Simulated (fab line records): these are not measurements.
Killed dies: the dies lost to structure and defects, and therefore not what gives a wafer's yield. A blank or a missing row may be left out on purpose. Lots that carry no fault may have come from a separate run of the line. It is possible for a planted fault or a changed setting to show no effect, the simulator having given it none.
2 desks, one fault	flow gf180mcu	numbers are kept per desk, each desk with only its own; the story behind them comes last

## AT THE METROLOGY DESK
What the gauges read for every lot (on any tool): the sampled wafers with a number, averaged. If a lot's mean is further than 4 standard deviations from the usual mean, the lot is out of limits and carries the mark OUT (the distance appears in the brackets).
Columns: A = TOP_METAL_OVL at GF_TOP_METAL_OVL_MEAS_15, usual -0.8 nm
lot	first seen here	A
L250	day 28 17:10	-0.3
L251	day 29 05:52	-2.4
L253	day 29 13:46	-0.3
L254	day 29 23:13	0.3
L255	day 30 00:00	-2.6
L257	day 31 00:16	1.3
L259	day 31 01:29	-0.1
L258	day 31 03:43	-0.7
L260	day 31 11:01	0.5
L262	day 32 05:31	-2.4
L263	day 32 05:49	-1.9
L267	day 33 01:50	-0.1
L272	day 33 22:57	-2.6
This desk found nothing out of limits on any of the 13 lots.

## FOR THE TOOL OWNER'S DESK: rie diel-02
The tool's own readings at GF_V4_ETCH_17 (etches SiO2 in C4F8/O2/Ar, stops on TiN, target depth 630 nm): means of the sampled wafers that have a number, for each lot that ran on this tool. If a lot's mean is further than 4 standard deviations from the usual mean, the lot is out of limits and carries the mark OUT (the distance appears in the brackets).
Columns: A = oes product au at GF_V4_ETCH_17, usual 0.857 a.u.
lot	first seen here	A
L250	day 25 03:00	0.860
L253	day 26 01:00	0.851
L254	day 26 12:00	0.858
L257	day 27 15:00	0.857
L263	day 28 23:00	0.860
L267	day 29 22:00	0.857
This desk found nothing out of limits on any of the 6 lots.

## ALL TOGETHER
From the metrology desk's view, nothing was out of limits.
The desk of the tool owner found nothing out of limits.

## WHAT WAS PUT IN BY THE SIMULATOR
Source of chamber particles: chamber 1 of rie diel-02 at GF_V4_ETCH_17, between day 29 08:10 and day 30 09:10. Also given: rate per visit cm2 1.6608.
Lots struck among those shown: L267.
